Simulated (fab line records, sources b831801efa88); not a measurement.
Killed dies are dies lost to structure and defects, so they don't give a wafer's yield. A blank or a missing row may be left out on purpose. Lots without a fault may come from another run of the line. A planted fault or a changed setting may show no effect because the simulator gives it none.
Chamber matching | flow sky130 | SKY_FIELD_ISO_ETCH_15 on rie_diel-03: 4 sister chambers
The step etches the open film in CHF3/O2, stops on Si, target depth 180 nm, time 72 s. 8 wafers are shown with their chamber, then 12 later ones without.

WAFERS WITH THEIR CHAMBER
wafer  | chamber | drypump_motor_current_A (A) | throttle_valve_pct (%)
L084.3 | 2       | 6.2                         | 8.854
L090.3 | 2       | 6.2                         | 8.843
L091.3 | 3       | 6.0                         | 8.844
L091.4 | 0       | 6.3                         | 8.847
L091.6 | 1       | 5.5                         | 8.824
L093.1 | 1       | 5.5                         | 8.843
L093.2 | 3       | 6.0                         | 8.847
L093.3 | 0       | 6.4                         | 8.844

WAFERS WITHOUT THEIR CHAMBER
wafer  | drypump_motor_current_A (A) | throttle_valve_pct (%)
L093.4 | 5.5                         | 8.856
L093.5 | 6.3                         | 8.847
L093.6 | 6.0                         | 8.844
L094.1 | 6.2                         | 8.832
L094.2 | 6.0                         | 8.857
L094.3 | 6.3                         | 8.842
L094.4 | 5.5                         | 8.851
L094.5 | 5.5                         | 8.846
L094.6 | 6.3                         | 8.851
L097.4 | 6.3                         | 8.842
L097.5 | 5.5                         | 8.841
L097.6 | 6.2                         | 8.858

WHICH CHAMBER EACH WENT THROUGH
wafer  | from the rows above     | in truth
L093.4 | 1                       | 1
L093.5 | can't be placed: 0 or 2 | 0
L093.6 | 3                       | 3
L094.1 | 2                       | 2
L094.2 | 3                       | 3
L094.3 | can't be placed: 0 or 2 | 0
L094.4 | 1                       | 1
L094.5 | 1                       | 1
L094.6 | can't be placed: 0 or 2 | 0
L097.4 | can't be placed: 0 or 2 | 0
L097.5 | 1                       | 1
L097.6 | 2                       | 2
Placed correctly: 8 of 12. Can't be placed from these rows: 4 (the true chamber is among the candidates in 4). Placed wrongly: 0.
How it was worked out, from the rows above alone: a wafer's distance from a chamber is the root of the sum, over the readings, of the square of ((its reading less the chamber's mean) divided by the reading's scatter). The wafer belongs to the nearest chamber; if the next one is less than 2 further off, it can't be placed. A chamber's mean is the mean of its shown wafers. The scatter: the root of (the sum of the squares of (reading less its chamber's mean) over the shown wafers, divided by (wafers less chambers)).
